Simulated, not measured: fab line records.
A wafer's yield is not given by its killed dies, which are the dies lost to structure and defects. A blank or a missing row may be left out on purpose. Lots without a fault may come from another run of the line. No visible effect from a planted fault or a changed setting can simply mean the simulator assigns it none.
Which tool did it? + flow gf180mcu + 15 lots, 45 wafers sampled, at 4 steps of a route of 602

## WHAT THE GAUGES READ, wafer by wafer
GF_V1_THK_MEAS_01.
| lot  | measured     | on            | V1_CVD_00_THK (nm) |
|------|--------------|---------------|--------------------|
| L197 | day 18 02:49 | film-metro-04 | 591 592 590        |
| L198 | day 18 09:52 | film-metro-02 | 597 611 604        |
| L199 | day 18 12:31 | film-metro-04 | 597 604 593        |
| L201 | day 19 03:44 | film-metro-04 | 595 601 602        |
| L202 | day 19 10:31 | film-metro-04 | 603 603 595        |
| L203 | day 19 23:41 | film-metro-03 | 608 597 603        |
| L206 | day 20 22:44 | film-metro-04 | 599 608 599        |
| L207 | day 21 09:35 | film-metro-04 | 603 604 597        |
| L208 | day 21 13:39 | film-metro-04 | 601 612 608        |
| L209 | day 22 07:25 | film-metro-03 | 592 590 590        |
| L215 | day 24 09:59 | film-metro-04 | 603 614 599        |
| L216 | day 24 15:11 | film-metro-04 | 592 601 600        |
| L217 | day 24 19:47 | film-metro-02 | 589 588 609        |
| L218 | day 24 23:24 | film-metro-02 | 602 601 600        |
| L219 | day 25 03:28 | film-metro-02 | 606 607 606        |

GF_V1_BOW_MEAS_05.
| lot  | measured     | on            | V1_BOW (um) |
|------|--------------|---------------|-------------|
| L197 | day 18 03:19 | film-metro-04 | 87 66 85    |
| L198 | day 18 10:21 | film-metro-03 | 88 85 77    |
| L199 | day 18 13:01 | film-metro-04 | 83 75 84    |
| L201 | day 19 04:14 | film-metro-02 | 82 81 76    |
| L202 | day 19 11:01 | film-metro-04 | 77 78 89    |
| L203 | day 20 00:11 | film-metro-02 | 81 75 87    |
| L206 | day 20 23:15 | film-metro-04 | 84 75 84    |
| L207 | day 21 10:17 | film-metro-02 | 91 88 83    |
| L208 | day 21 14:08 | film-metro-03 | 82 98 72    |
| L209 | day 22 07:55 | film-metro-03 | 80 91 85    |
| L215 | day 24 10:32 | film-metro-03 | 84 90 83    |
| L216 | day 24 15:41 | film-metro-04 | 80 75 74    |
| L217 | day 24 20:16 | film-metro-02 | 78 80 80    |
| L218 | day 25 00:07 | film-metro-04 | 89 93 92    |
| L219 | day 25 03:58 | film-metro-04 | 90 82 73    |

GF_V1_CD_MEAS_14 targets a cd of 260 nm.
| lot  | measured     | on        | cd-nm (nm)        |
|------|--------------|-----------|-------------------|
| L197 | day 19 03:09 | cd-sem-02 | 261.3 260.4 259.8 |
| L198 | day 19 10:35 | cd-sem-02 | 260.1 260.6 259.6 |
| L199 | day 19 14:04 | cd-sem-01 | 260.1 259.3 258.1 |
| L201 | day 20 04:34 | cd-sem-01 | 260.4 260.5 260.7 |
| L202 | day 20 11:30 | cd-sem-02 | 259.1 260.0 260.7 |
| L203 | day 21 00:12 | cd-sem-01 | 259.8 260.1 261.0 |
| L206 | day 21 23:24 | cd-sem-02 | 261.0 262.2 261.7 |
| L207 | day 22 09:46 | cd-sem-02 | 260.5 260.9 259.8 |
| L208 | day 22 13:07 | cd-sem-02 | 260.2 260.6 260.6 |
| L209 | day 23 06:38 | cd-sem-02 | 260.0 260.3 258.7 |
| L215 | day 25 08:50 | cd-sem-01 | 260.3 260.4 260.6 |
| L216 | day 25 13:35 | cd-sem-01 | 257.5 257.8 259.4 |
| L217 | day 25 18:32 | cd-sem-01 | 260.4 261.3 261.7 |
| L218 | day 25 21:16 | cd-sem-02 | 260.1 259.8 260.1 |
| L219 | day 26 01:40 | cd-sem-02 | 260.1 260.4 261.9 |

## TOOL THAT RAN EACH LOT (tool first, then ch and the chambers of the sampled wafers, then the start)
| lot  | GF_VT_IMPLANT_PEB_38              |
|------|-----------------------------------|
| L197 | litho-track-03 ch 0, day 8 04:50  |
| L198 | litho-track-02 ch 0, day 8 12:05  |
| L199 | litho-track-03 ch 0, day 8 12:58  |
| L201 | litho-track-02 ch 0, day 8 22:44  |
| L202 | litho-track-01 ch 0, day 9 06:24  |
| L203 | litho-track-01 ch 0, day 9 15:24  |
| L206 | litho-track-01 ch 0, day 10 08:37 |
| L207 | litho-track-01 ch 0, day 10 13:51 |
| L208 | litho-track-02 ch 0, day 10 21:22 |
| L209 | litho-track-03 ch 0, day 11 09:08 |
| L215 | litho-track-02, day 13 03:58      |
| L216 | litho-track-03, day 13 08:59      |
| L217 | litho-track-01, day 13 14:42      |
| L218 | litho-track-03 ch 0, day 13 15:02 |
| L219 | litho-track-01 ch 0, day 13 21:58 |
- GF_VT_IMPLANT_PEB_38

## AS READ BY THE TOOLS THEMSELVES (means over the sampled wafers that have a number; for cases with no such wafer, the mark the record gives instead)
GF_VT_IMPLANT_PEB_38.
| lot  | tool           | exhaust-pa (Pa) |
|------|----------------|-----------------|
| L197 | litho-track-03 | 45.0            |
| L198 | litho-track-02 | 44.6            |
| L199 | litho-track-03 | 44.2            |
| L201 | litho-track-02 | 44.0            |
| L202 | litho-track-01 | 45.3            |
| L203 | litho-track-01 | 45.2            |
| L206 | litho-track-01 | 45.4            |
| L207 | litho-track-01 | 44.9            |
| L208 | litho-track-02 | 45.5            |
| L209 | litho-track-03 | 44.7            |
| L215 | litho-track-02 | -               |
| L216 | litho-track-03 | -               |
| L217 | litho-track-01 | -               |
| L218 | litho-track-03 | 44.9            |
| L219 | litho-track-01 | 45.5            |

## THE ANSWER, worked out from the rows above alone
Rule: usual is defined by the lots themselves. Put in order of their means at a reading, lots are off if they are a third of the lots or fewer, leave a main group of 4 or more, and stand apart from it by a gap of 3 or more times the standard deviation of the main group's means; of several such gaps the widest counts. Not used: any main group whose means are identical at the precision the tables above print for the reading. Also off: a lot with no number at a reading for which 4 or more lots have one. Where the step has rows for the other lots, those lots are counted as sound. Order of review: gauges by route order, followed by the tools' own readings, for which a lot's mean as printed above is used. The first step at which some lot is off is used, and at that step the reading that is off furthest; a lot without a number counts as furthest.
Off: L215, L216, L217 (GF_VT_IMPLANT_PEB_38, exhaust-pa). Without a number there: L215, L216, L217. The main group: mean 44.9 Pa, standard deviation 0.47.
If a tool, at that step or one of the process steps before it, ran each lot that is off and ran no sound lot following the first of them, it fits. No candidate that was tried fits.

## WHAT THE SIMULATOR HAD INSERTED
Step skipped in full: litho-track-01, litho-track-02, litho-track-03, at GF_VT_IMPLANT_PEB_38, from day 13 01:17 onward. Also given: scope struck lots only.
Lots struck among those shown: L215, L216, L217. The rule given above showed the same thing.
